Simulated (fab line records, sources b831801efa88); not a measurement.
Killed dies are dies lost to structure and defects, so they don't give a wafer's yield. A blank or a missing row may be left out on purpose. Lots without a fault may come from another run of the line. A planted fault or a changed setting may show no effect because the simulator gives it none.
Chamber matching | flow gf180mcu | GF_STI_ETCH_14 on rie_si-02: 4 sister chambers
The step etches Si in HBr/Cl2/O2, target depth 360 nm, time 102.9 s. 4 wafers are shown with their chamber, then 8 later ones without.

WAFERS WITH THEIR CHAMBER
wafer  | chamber | run_length_s (s)
L898.6 | 0       | 131.4
L900.4 | 3       | 131.0
L900.5 | 1       | 130.8
L901.3 | 2       | 132.1

WAFERS WITHOUT THEIR CHAMBER
wafer  | run_length_s (s)
L901.5 | 131.8
L901.6 | 130.5
L904.2 | 131.0
L904.3 | 131.9
L904.5 | 131.6
L912.2 | 131.4
L912.3 | 131.5
L915.6 | 131.6

WHICH CHAMBER EACH WENT THROUGH
wafer  | from the rows above     | in truth
L901.5 | can't be placed: 2 or 0 | 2
L901.6 | can't be placed: 1 or 3 | 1
L904.2 | can't be placed: 3 or 1 | 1
L904.3 | can't be placed: 2 or 0 | 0
L904.5 | can't be placed: 0 or 2 | 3
L912.2 | 0                       | 0
L912.3 | 0                       | 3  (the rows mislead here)
L915.6 | can't be placed: 0 or 2 | 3
Placed correctly: 1 of 8. Can't be placed from these rows: 6 (the true chamber is among the candidates in 4). Placed wrongly: 1.
How it was worked out, from the rows above alone: a wafer's distance from a chamber is the root of the sum, over the readings, of the square of ((its reading less the chamber's mean) divided by the reading's scatter). The wafer belongs to the nearest chamber; if the next one is less than 2 further off, it can't be placed. A chamber's mean is the mean of its shown wafers. The scatter: with one shown wafer a chamber, the root of the mean of the squares of how far each hidden wafer lies from its nearest shown one.
